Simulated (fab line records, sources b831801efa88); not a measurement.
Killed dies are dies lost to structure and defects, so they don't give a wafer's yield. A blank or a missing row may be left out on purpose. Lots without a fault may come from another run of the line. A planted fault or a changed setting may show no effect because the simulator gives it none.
One fault seen from 2 desks | flow gf180mcu | each desk has only its own numbers; what lay behind them comes last

THE TOOL OWNER'S DESK: pvd_sputter-04
The tool's own readings at GF_M1_SPUTTER_02 (material AlCu, target thk 450 nm, time 23.9 s): means of the sampled wafers that have a number, for each lot that ran on this tool. A lot is out of limits, marked OUT, if its mean lies more than 4 standard deviations from the usual mean; the brackets give that distance.
Columns: A = cathode_dc_power_W at GF_M1_SPUTTER_02, usual 10600 W; B = throttle_valve_pct at GF_M1_SPUTTER_02, usual 29.6 %
lot  | first seen here | A                       | B
L908 | day 17 05:41    | 10600                   | 29.3
L919 | day 21 04:07    | 10941 (+99 or more) OUT | 29.3
L922 | day 21 22:35    | 10943 (+99 or more) OUT | 29.5
This desk's finding: out of limits on L919, L922; first on L919, day 21 04:07 (cathode_dc_power_W at GF_M1_SPUTTER_02). In limits: L908.

THE METROLOGY DESK
What the gauges read, lot by lot, whatever tool the lot ran on: means of the sampled wafers that have a number. A lot is out of limits, marked OUT, if its mean lies more than 4 standard deviations from the usual mean; the brackets give that distance.
Columns: A = CONTACT_W_RS at GF_CONTACT_RS_MEAS_25, usual 0.379 ohm/sq; B = CONTACT_W_THK at GF_CONTACT_THK_MEAS_26, usual 297 nm; C = M1_ALCU_RS at GF_M1_RS_MEAS_05, usual 0.0692 ohm/sq; D = M1_ALCU_THK at GF_M1_THK_MEAS_06, usual 452 nm; E = cd_nm at GF_M1_CD_MEAS_14, usual 230.1 nm; F = M1_OVL at GF_M1_OVL_MEAS_15, usual 1 nm
lot  | first seen here | A     | B   | C      | D   | E     | F
L908 | day 17 05:04    | 0.375 | 300 | 0.0688 | 453 | 231.2 | 2
L910 | day 18 10:53    | 0.381 | 298 | 0.0691 | 457 | 231.4 | 6
L919 | day 21 03:31    | 0.382 | 295 | 0.0678 | 461 | 228.7 | -2
L918 | day 21 05:04    | 0.372 | 307 | 0.0684 | 458 | 229.8 | 2
L922 | day 21 21:58    | 0.380 | 298 | 0.0679 | 464 | 232.4 | -6
L927 | day 23 13:12    | 0.372 | 302 | 0.0690 | 451 | 230.8 | 1
This desk's finding: nothing out of limits on any of the 6 lots.

PUT TOGETHER
The tool owner's desk could have raised an alarm at day 21 04:07, on L919, L922.
The metrology desk saw nothing out of limits.
The metrology desk has L919, L922 on record, within its limits.
Of the lots named, all ran GF_M1_SPUTTER_02 on pvd_sputter-04.

WHAT THE SIMULATOR HAD PUT IN
Process parameter drift: pvd_sputter-04, from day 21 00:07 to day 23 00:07, at GF_M1_SPUTTER_02. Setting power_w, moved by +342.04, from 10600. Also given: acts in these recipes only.
Lots struck among those shown: L919, L922.
Hours from the fault's start to each desk's first reading out of limits: the tool owner's desk, 4.
